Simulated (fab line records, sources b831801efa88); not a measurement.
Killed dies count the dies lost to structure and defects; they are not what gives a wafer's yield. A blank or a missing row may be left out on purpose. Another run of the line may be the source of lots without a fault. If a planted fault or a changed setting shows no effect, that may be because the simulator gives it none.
Struck lot and sound lot, side by side :: flow sfq_line :: 19 out of 325 route steps
Sound: these wafers, L615.3, L615.4, L615.6. Struck: wafer L628.4 (left out: L628.3, L628.6 of the same lot, which were not struck); the cause appears at the end.
For every step that has rows: the tool of each side, followed by ch and its chambers, followed by its first start. Under that, the readings that differ: sound wafers :: struck wafers :: difference of the means :: sigmas: that difference in standard deviations of wafers without a fault.
alike: same words and numbers on both sides, and readings whose means sit less than 2 such deviations apart. not compared: any withheld reading, any reading some wafer has no value for, any bound like >300 that may hide the same value, and any number with overlapping values for which the record gives no deviation.
The two part at a step that has a row with sigmas, a row that says differs or no value, or rows on one side only. When numbers do not overlap yet have no deviation, they are printed without sigmas and do not part them. A reading that every wafer of one side lacks parts them only if that side has two wafers or more.

SFQ_M6_OVL_MEAS_940:
  sound on overlay-01, day 68 22:34; struck on overlay-01, day 72 13:58
  alike: M6_OVL
then, 1 step without rows for these wafers: SFQ_TRILAYER_M6_BARC_OPEN_METAL_ETCH_206 (etches BARC in O2, target depth 125 nm, time 41.7 s).
SFQ_TRILAYER_M6_ETCH_METAL_ETCH_162: etches Nb in Cl2/Ar, stops on SiO2, target depth 240 nm, time 120 s.
  sound on rie_metal-03 ch 0,1, day 68 22:41; struck on rie_metal-01 ch 1, day 72 14:05
  alike: chamber_pressure_mTorr, drypump_motor_current_A, oes_product_au
  not compared: rf_hours_counter_h
SFQ_TRILAYER_M6_STRIP_STRIP_163: strips in O2.
  sound on rie_metal-03 ch 0,1, day 68 22:58; struck on rie_metal-01 ch 1, day 72 14:23
  alike: chamber_pressure_mTorr, drypump_motor_current_A, oes_product_au
  not compared: rf_hours_counter_h
then, 1 step without rows for these wafers: SFQ_TRILAYER_M6_STRIP_SOLV_CLEAN_164 (cleans in NMP, time 600 s).
SFQ_TRILAYER_I6_DEP_PECVD_165: deposits SiO2 from SiH4/N2O, time 111.11 s, target thk 500 nm.
  sound on pecvd-02 ch 0,1,2, day 68 23:32; struck on pecvd-02 ch 2, day 72 14:57
  alike: heater_power_w, showerhead_vpp_V, throttle_valve_pct
SFQ_TRILAYER_I6_CMP_CMP_166: polishes SiO2.
  sound on cmp-02 ch 1,2, day 69 01:42; struck on cmp-02 ch 3, day 72 19:51
  alike: edge_zone_pressure_frac, motor_current_A, time_to_endpoint_s
SFQ_I6_BOW_MEAS_941:
  sound on film_metro-02, day 69 04:44; struck on film_metro-03, day 72 22:53
reading: I6_BOW (um)
sound: 29 38 28
struck: -7
difference: -39
sigmas: -3
then, 4 steps without rows for these wafers: SFQ_TRILAYER_I6_METRO_MEASURE_167; SFQ_TRILAYER_I6_VIA_LITHO_COAT_174 (resist thk 62 nm); SFQ_TRILAYER_I6_VIA_LITHO_COAT_169 (resist thk 650 nm); SFQ_TRILAYER_I6_VIA_LITHO_SOFTBAKE_173.
-- the record jumps here: 4 days lie between the struck wafers' starts before and after --
SFQ_TRILAYER_I6_VIA_LITHO_EXPOSE_170: exposes mask I6, target cd 700 nm.
  sound on krf_scanner-01 ch 0, day 72 21:14; struck on krf_scanner-01 ch 0, day 76 20:17
  alike: mask
then, 2 steps without rows for these wafers: SFQ_TRILAYER_I6_VIA_LITHO_PEB_172 (peb time 60 s); SFQ_TRILAYER_I6_VIA_LITHO_DEVELOP_171 (time 60 s).
SFQ_I6_OVL_MEAS_942:
  sound on overlay-01, day 72 22:21; struck on overlay-02, day 76 21:23
  alike: I6_OVL
SFQ_TRILAYER_I6_VIA_BARC_OPEN_VIA_ETCH_235: etches BARC in O2, target depth 125 nm, time 41.7 s.
  sound on rie_diel-04 ch 0,1, day 72 22:22; struck on rie_diel-01 ch 1, day 76 21:25
reading: model.I6.cd_nm (nm)
sound: 698 699.9 699.9
struck: 720.9
difference: +21.6
sigmas: 
  alike: chamber_pressure_mTorr, drypump_motor_current_A, oes_product_au
  not compared: rf_hours_counter_h
SFQ_TRILAYER_I6_VIA_ETCH_VIA_ETCH_172: etches SiO2 in CHF3, stops on Nb, target depth 260 nm.
  sound on rie_diel-04 ch 0,1, day 72 22:25; struck on rie_diel-01 ch 1, day 76 21:28
reading: model.I6.cd_nm (nm)
sound: 699.8 699.4 700.2
struck: 721
difference: +21
sigmas: 
  alike: chamber_pressure_mTorr, drypump_motor_current_A, oes_product_au
SFQ_TRILAYER_I6_VIA_STRIP_STRIP_173: strips in O2.
  sound on rie_metal-01 ch 0,1, day 72 22:44; struck on rie_metal-01 ch 0, day 76 21:46
  alike: chamber_pressure_mTorr, drypump_motor_current_A, oes_product_au
  not compared: rf_hours_counter_h

## WHERE THEY PART
Only at SFQ_I6_BOW_MEAS_941, as far as this record shows. Later steps at which nothing parts them and some readings are alike: SFQ_TRILAYER_I6_VIA_LITHO_EXPOSE_170, SFQ_I6_OVL_MEAS_942, SFQ_TRILAYER_I6_VIA_BARC_OPEN_VIA_ETCH_235, SFQ_TRILAYER_I6_VIA_ETCH_VIA_ETCH_172, SFQ_TRILAYER_I6_VIA_STRIP_STRIP_173.

WHY: what the simulator had put in
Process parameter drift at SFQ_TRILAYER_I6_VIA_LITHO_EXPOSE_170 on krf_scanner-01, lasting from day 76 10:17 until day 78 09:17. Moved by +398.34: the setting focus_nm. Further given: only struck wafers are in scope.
